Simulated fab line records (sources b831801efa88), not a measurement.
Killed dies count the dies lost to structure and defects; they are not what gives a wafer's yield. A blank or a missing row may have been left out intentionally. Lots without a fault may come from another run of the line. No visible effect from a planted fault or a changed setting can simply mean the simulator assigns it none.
Which tool did it? :: flow gf180mcu :: Sampling: 12 lots, 36 wafers, 5 of 602 route steps

== WHAT THE GAUGES READ, wafer by wafer ==
GF_V2_THK_MEAS_01.
lot: L128
measured: day 19 15:15
on: film metro-01
V2_CVD_00_THK (nm): 591 592 593

lot: L129
measured: day 19 20:39
on: film metro-04
V2_CVD_00_THK (nm): 599 596 604

lot: L131
measured: day 21 06:08
on: film metro-01
V2_CVD_00_THK (nm): 606 603 603

lot: L132
measured: day 21 16:00
on: film metro-02
V2_CVD_00_THK (nm): 592 591 597

lot: L133
measured: day 22 06:37
on: film metro-02
V2_CVD_00_THK (nm): 599 599 607

lot: L134
measured: day 22 15:12
on: film metro-01
V2_CVD_00_THK (nm): 599 595 596

lot: L137
measured: day 23 14:58
on: film metro-02
V2_CVD_00_THK (nm): 593 598 598

lot: L143
measured: day 25 14:51
on: film metro-02
V2_CVD_00_THK (nm): 592 601 596

lot: L146
measured: day 26 07:19
on: film metro-04
V2_CVD_00_THK (nm): 719 726 721

lot: L147
measured: day 26 15:22
on: film metro-02
V2_CVD_00_THK (nm): 603 607 602

lot: L148
measured: day 26 17:25
on: film metro-02
V2_CVD_00_THK (nm): 720 719 724

lot: L149
measured: day 26 21:40
on: film metro-01
V2_CVD_00_THK (nm): 597 608 595

GF_V2_OVL_MEAS_15.
lot: L128
measured: day 20 16:07
on: overlay-01
V2_OVL (nm): -5 -6 3

lot: L129
measured: day 20 22:04
on: overlay-02
V2_OVL (nm): 3 -3 -7

lot: L131
measured: day 22 07:15
on: overlay-01
V2_OVL (nm): -4 -9 4

lot: L132
measured: day 22 17:04
on: overlay-02
V2_OVL (nm): -8 -4 -3

lot: L133
measured: day 23 06:59
on: overlay-02
V2_OVL (nm): 5 -2 2

lot: L134
measured: day 23 15:26
on: overlay-02
V2_OVL (nm): -12 -12 -10

lot: L137
measured: day 24 14:26
on: overlay-02
V2_OVL (nm): 4 -2 0

lot: L143
measured: day 26 13:10
on: overlay-02
V2_OVL (nm): 0 -3 -6

lot: L146
measured: day 27 05:22
on: overlay-02
V2_OVL (nm): 0 3 -1

lot: L147
measured: day 27 12:59
on: overlay-01
V2_OVL (nm): -1 -3 -3

lot: L148
measured: day 27 15:11
on: overlay-01
V2_OVL (nm): -8 -6 -10

lot: L149
measured: day 27 19:29
on: overlay-02
V2_OVL (nm): 9 -1 0

== EACH LOT AND THE TOOL THAT RAN IT (in order: tool; ch and the chambers of the sampled wafers; start) ==
lot: L128
GF_V1_CMP_26: cmp-01 ch 0,3, day 18 12:52
GF_M2_SPUTTER_04: pvd sputter-01, day 18 13:21
GF_V2_CVD_00: hdpcvd-02 ch 1,2, day 19 15:11

lot: L129
GF_V1_CMP_26: cmp-02 ch 1,2,3, day 18 18:47
GF_M2_SPUTTER_04: pvd sputter-03, day 18 19:16
GF_V2_CVD_00: hdpcvd-01 ch 0,1,2, day 19 20:35

lot: L131
GF_V1_CMP_26: cmp-02 ch 0,1,2, day 20 04:10
GF_M2_SPUTTER_04: pvd sputter-04, day 20 04:36
GF_V2_CVD_00: hdpcvd-01 ch 0,2, day 21 06:02

lot: L132
GF_V1_CMP_26: cmp-01 ch 0,1,2, day 20 13:45
GF_M2_SPUTTER_04: pvd sputter-04, day 20 14:14
GF_V2_CVD_00: hdpcvd-02 ch 0,1,2, day 21 15:56

lot: L133
GF_V1_CMP_26: cmp-01 ch 0,2,3, day 21 04:46
GF_M2_SPUTTER_04: pvd sputter-01, day 21 05:12
GF_V2_CVD_00: hdpcvd-01 ch 1,2, day 22 06:32

lot: L134
GF_V1_CMP_26: cmp-02 ch 0,3, day 21 14:28
GF_M2_SPUTTER_04: pvd sputter-04, day 21 14:54
GF_V2_CVD_00: hdpcvd-02 ch 0,2, day 22 15:08

lot: L137
GF_V1_CMP_26: cmp-01 ch 0,1,2, day 22 14:14
GF_M2_SPUTTER_04: pvd sputter-04, day 22 14:40
GF_V2_CVD_00: hdpcvd-01 ch 0,1,2, day 23 14:54

lot: L143
GF_V1_CMP_26: cmp-01 ch 0,1,3, day 24 15:17
GF_M2_SPUTTER_04: pvd sputter-01, day 24 15:43
GF_V2_CVD_00: hdpcvd-01 ch 0,2, day 25 14:46

lot: L146
GF_V1_CMP_26: cmp-01 ch 2,3, day 25 09:02
GF_M2_SPUTTER_04: pvd sputter-01, day 25 09:31
GF_V2_CVD_00: hdpcvd-01 ch 0,1,2, day 26 07:14

lot: L147
GF_V1_CMP_26: cmp-01 ch 0,1,3, day 25 16:36
GF_M2_SPUTTER_04: pvd sputter-04, day 25 16:59
GF_V2_CVD_00: hdpcvd-02 ch 0,2, day 26 15:17

lot: L148
GF_V1_CMP_26: cmp-01 ch 0,1,2, day 25 18:40
GF_M2_SPUTTER_04: pvd sputter-04, day 25 19:02
GF_V2_CVD_00: hdpcvd-01 ch 0,1,2, day 26 17:20

lot: L149
GF_V1_CMP_26: cmp-02 ch 0,3, day 25 22:37
GF_M2_SPUTTER_04: pvd sputter-04, day 25 23:06
GF_V2_CVD_00: hdpcvd-02 ch 0,1,2, day 26 21:34
- GF_V1_CMP_26: polishes, stops on SiO2, t overpolish 15 s, target thk 0 nm.
- GF_M2_SPUTTER_04: material TiN, target thk 50 nm, time 41.7 s.
- GF_V2_CVD_00: deposits SiO2, target thk 600 nm, time 100 s.

== AS READ BY THE TOOLS THEMSELVES (means over the sampled wafers that have a number; for cases with no such wafer, the mark the record gives instead) ==
GF_V1_CMP_26.
lot: L128
tool: cmp-01
head pressure psi (psi): 3.499
motor current A (A): 10.7
overpolish run s (s): 15.000
platen rpm (rpm): 59.99
slurry filter dp kPa (kPa): 13.46
time to endpoint s (s): 86

lot: L129
tool: cmp-02
head pressure psi (psi): 3.492
motor current A (A): 11.1
overpolish run s (s): 14.990
platen rpm (rpm): 60.02
slurry filter dp kPa (kPa): 13.53
time to endpoint s (s): 84

lot: L131
tool: cmp-02
head pressure psi (psi): 3.494
motor current A (A): 11.4
overpolish run s (s): 15.000
platen rpm (rpm): 59.99
slurry filter dp kPa (kPa): 13.35
time to endpoint s (s): 88

lot: L132
tool: cmp-01
head pressure psi (psi): 3.498
motor current A (A): 11.7
overpolish run s (s): 14.998
platen rpm (rpm): 60.02
slurry filter dp kPa (kPa): 13.44
time to endpoint s (s): 84

lot: L133
tool: cmp-01
head pressure psi (psi): 3.495
motor current A (A): 11.5
overpolish run s (s): 15.006
platen rpm (rpm): 60.01
slurry filter dp kPa (kPa): 13.48
time to endpoint s (s): 86

lot: L134
tool: cmp-02
head pressure psi (psi): 3.494
motor current A (A): 10.5
overpolish run s (s): 15.007
platen rpm (rpm): 60.04
slurry filter dp kPa (kPa): 13.50
time to endpoint s (s): 85

lot: L137
tool: cmp-01
head pressure psi (psi): 3.499
motor current A (A): 11.4
overpolish run s (s): 15.004
platen rpm (rpm): 59.99
slurry filter dp kPa (kPa): 13.53
time to endpoint s (s): 80

lot: L143
tool: cmp-01
head pressure psi (psi): 3.494
motor current A (A): 10.4
overpolish run s (s): 14.999
platen rpm (rpm): 60.01
slurry filter dp kPa (kPa): 13.47
time to endpoint s (s): 86

lot: L146
tool: cmp-01
head pressure psi (psi): 3.493
motor current A (A): 12.0
overpolish run s (s): 14.996
platen rpm (rpm): 60.00
slurry filter dp kPa (kPa): 13.54
time to endpoint s (s): 84

lot: L147
tool: cmp-01
head pressure psi (psi): 3.500
motor current A (A): 10.3
overpolish run s (s): 15.005
platen rpm (rpm): 60.02
slurry filter dp kPa (kPa): 13.59
time to endpoint s (s): 85

lot: L148
tool: cmp-01
head pressure psi (psi): 3.498
motor current A (A): 11.5
overpolish run s (s): 15.004
platen rpm (rpm): 59.96
slurry filter dp kPa (kPa): 13.63
time to endpoint s (s): 83

lot: L149
tool: cmp-02
head pressure psi (psi): 3.506
motor current A (A): 10.9
overpolish run s (s): 15.006
platen rpm (rpm): 60.02
slurry filter dp kPa (kPa): 13.56
time to endpoint s (s): 86

GF_M2_SPUTTER_04.
lot: L128
tool: pvd sputter-01
chamber pressure pa (Pa): 0.3996
throttle valve pct (%): 30.6

lot: L129
tool: pvd sputter-03
chamber pressure pa (Pa): 0.4000
throttle valve pct (%): 30.1

lot: L131
tool: pvd sputter-04
chamber pressure pa (Pa): 0.3990
throttle valve pct (%): 30.5

lot: L132
tool: pvd sputter-04
chamber pressure pa (Pa): 0.3995
throttle valve pct (%): 30.1

lot: L133
tool: pvd sputter-01
chamber pressure pa (Pa): 0.3997
throttle valve pct (%): 30.1

lot: L134
tool: pvd sputter-04
chamber pressure pa (Pa): 0.3999
throttle valve pct (%): 30.2

lot: L137
tool: pvd sputter-04
chamber pressure pa (Pa): 0.3999
throttle valve pct (%): 29.8

lot: L143
tool: pvd sputter-01
chamber pressure pa (Pa): 0.4003
throttle valve pct (%): 29.9

lot: L146
tool: pvd sputter-01
chamber pressure pa (Pa): 0.3990
throttle valve pct (%): 30.0

lot: L147
tool: pvd sputter-04
chamber pressure pa (Pa): 0.3997
throttle valve pct (%): 29.5

lot: L148
tool: pvd sputter-04
chamber pressure pa (Pa): 0.4004
throttle valve pct (%): 30.1

lot: L149
tool: pvd sputter-04
chamber pressure pa (Pa): 0.4000
throttle valve pct (%): 30.1

GF_V2_CVD_00.
lot: L128
tool: hdpcvd-02
sih4 flow sccm (sccm): 59.95

lot: L129
tool: hdpcvd-01
sih4 flow sccm (sccm): 59.93

lot: L131
tool: hdpcvd-01
sih4 flow sccm (sccm): 59.98

lot: L132
tool: hdpcvd-02
sih4 flow sccm (sccm): 59.97

lot: L133
tool: hdpcvd-01
sih4 flow sccm (sccm): 60.19

lot: L134
tool: hdpcvd-02
sih4 flow sccm (sccm): 60.07

lot: L137
tool: hdpcvd-01
sih4 flow sccm (sccm): 60.09

lot: L143
tool: hdpcvd-01
sih4 flow sccm (sccm): 60.03

lot: L146
tool: hdpcvd-01
sih4 flow sccm (sccm): 72.11

lot: L147
tool: hdpcvd-02
sih4 flow sccm (sccm): 60.04

lot: L148
tool: hdpcvd-01
sih4 flow sccm (sccm): 72.08

lot: L149
tool: hdpcvd-02
sih4 flow sccm (sccm): 60.07

== THE ANSWER, worked out from the rows above alone ==
Rule: usual is defined by the lots themselves. The widest of any qualifying gaps counts: lots, ordered by their means at a reading, are off when they make up no more than a third of the lots, leave a main group of 4 or more, and stand apart from it by 3 or more times the standard deviation of that group's means. If all means in a main group match to the digits the tables above print for the reading, that group is not used. A lot without any number at a reading at which 4 lots or more have one is off too. All remaining lots with rows at the step are treated as sound. The gauges are gone through in route order, then the tools' own readings, and for those a lot's mean is taken as printed above. At the first step where some lot is off, the reading lying furthest off is the one used; lots without a number count as furthest.
Off: L146, L148, at GF_V2_THK_MEAS_01 (V2_CVD_00_THK). For the main group the mean is 598 nm and the standard deviation 3.9.
A tool fits if, at a process step before that reading, it ran every lot that is off, and no sound lot after the first of them. The gauges at GF_V2_THK_MEAS_01 aren't tried: what is off there is off at GF_V2_CVD_00 too, on other tools, and a gauge's error can't cause that. One candidate fits, namely hdpcvd-01 at GF_V2_CVD_00. A fault onset in the window from L143 (day 25 14:46, its last sound lot) to L146 (day 26 07:14, its first lot off) fits.
On the lots that are off, the tool's own readings at GF_V2_CVD_00 differ by more than 5 times the standard deviation of the sound lots' means, which bears it out; sih4 flow sccm reads 72.09 sccm there versus 60.03 sccm on the sound lots.

== WHAT HAD BEEN PUT IN BY THE SIMULATOR ==
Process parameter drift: hdpcvd-01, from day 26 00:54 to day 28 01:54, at GF_V2_CVD_00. Setting sih4 flow sccm, moved by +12, from 60. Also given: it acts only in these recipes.
Struck lots among those shown: L146, L148. This agrees with what the rule above found.
